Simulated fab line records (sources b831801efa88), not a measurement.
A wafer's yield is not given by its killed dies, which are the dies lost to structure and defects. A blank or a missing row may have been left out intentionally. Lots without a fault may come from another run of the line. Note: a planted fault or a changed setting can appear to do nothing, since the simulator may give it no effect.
Matching of chambers	flow sky130	SKY_POLY_GATE_ETCH_16 on rie diel-04 has 4 sister chambers
The step etches Si3N4 in CH3F/O2, stops on poly-Si, time 147.5 s, target depth 75 nm. 4 wafers are shown with their chamber, then 10 later ones without.

## WAFERS, EACH WITH ITS CHAMBER
wafer	chamber	drypump motor current A (A)
L092.4	1	6.2
L092.5	2	5.1
L093.2	3	5.4
L093.4	0	5.0

## WAFERS MISSING THEIR CHAMBER
wafer	drypump motor current A (A)
L093.6	5.0
L094.2	5.0
L094.3	5.1
L094.6	5.0
L095.1	5.0
L095.4	5.1
L095.5	6.3
L097.2	5.0
L097.3	5.1
L097.6	5.1

## THE CHAMBER EACH PASSED THROUGH
wafer	from the rows above	in truth
L093.6	0	0
L094.2	0	0
L094.3	2	2
L094.6	0	0
L095.1	0	0
L095.4	2	2
L095.5	1	1
L097.2	0	0
L097.3	2	2
L097.6	2	2
Correct placement for 10 of the 10. From these rows, 0 cannot be placed. Wrongly placed: 0.
How it was worked out, from the rows above alone: a wafer's distance from a chamber is the root of the sum, over the readings, of the square of ((its reading less the chamber's mean) divided by the reading's scatter). The wafer belongs to the nearest chamber; if the next one is less than 2 further off, it can't be placed. The mean given for a chamber averages the wafers shown for that chamber. The scatter: root of mean squared gap, hidden wafer to nearest shown wafer, with one shown wafer a chamber.
